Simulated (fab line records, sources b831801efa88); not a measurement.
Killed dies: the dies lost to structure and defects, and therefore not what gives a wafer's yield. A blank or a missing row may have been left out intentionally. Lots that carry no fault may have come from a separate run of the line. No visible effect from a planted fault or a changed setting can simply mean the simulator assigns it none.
Matching of chambers + flow gf180mcu + GF_V4_CVD_02 on pecvd-02 has 3 sister chambers
The step deposits SiO2 from TEOS, target thk 850 nm, time 94.851 s. 3 wafers are shown with their chamber, then 9 later ones without.

## WAFERS, EACH WITH ITS CHAMBER
| wafer  | chamber | heater power w (W) |
|--------|---------|--------------------|
| L078.2 | 2       | 602                |
| L082.4 | 1       | 673                |
| L082.5 | 0       | 651                |

## WAFERS WITHOUT THEIR CHAMBER
| wafer  | heater power w (W) |
|--------|--------------------|
| L089.3 | 604                |
| L089.4 | 784                |
| L089.5 | 524                |
| L090.1 | 619                |
| L090.3 | 651                |
| L090.6 | 663                |
| L091.1 | 556                |
| L091.2 | 604                |
| L091.5 | 601                |

## WHICH CHAMBER EACH ONE RAN IN
| wafer  | from the rows above          | in truth |
|--------|------------------------------|----------|
| L089.3 | can't be placed: 2 or 0 or 1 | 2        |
| L089.4 | can't be placed: 1 or 0 or 2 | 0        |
| L089.5 | can't be placed: 2 or 0 or 1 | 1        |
| L090.1 | can't be placed: 2 or 0 or 1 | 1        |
| L090.3 | can't be placed: 0 or 1 or 2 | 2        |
| L090.6 | can't be placed: 1 or 0 or 2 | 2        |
| L091.1 | can't be placed: 2 or 0 or 1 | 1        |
| L091.2 | can't be placed: 2 or 0 or 1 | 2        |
| L091.5 | can't be placed: 2 or 0 or 1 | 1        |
Placed correctly: 0 of 9. Cannot be placed on the basis of these rows: 9; the candidates contain the true chamber in 9. Wrongly placed: 0.
How it was worked out, from the rows above alone: a wafer's distance from a chamber is the root of the sum, over the readings, of the square of ((its reading less the chamber's mean) divided by the reading's scatter). If the next closest chamber is less than 2 further off than the closest, the wafer can't be placed; otherwise it belongs to the closest. The mean given for a chamber averages the wafers shown for that chamber. The scatter: root of mean squared gap, hidden wafer to nearest shown wafer, with one shown wafer a chamber.
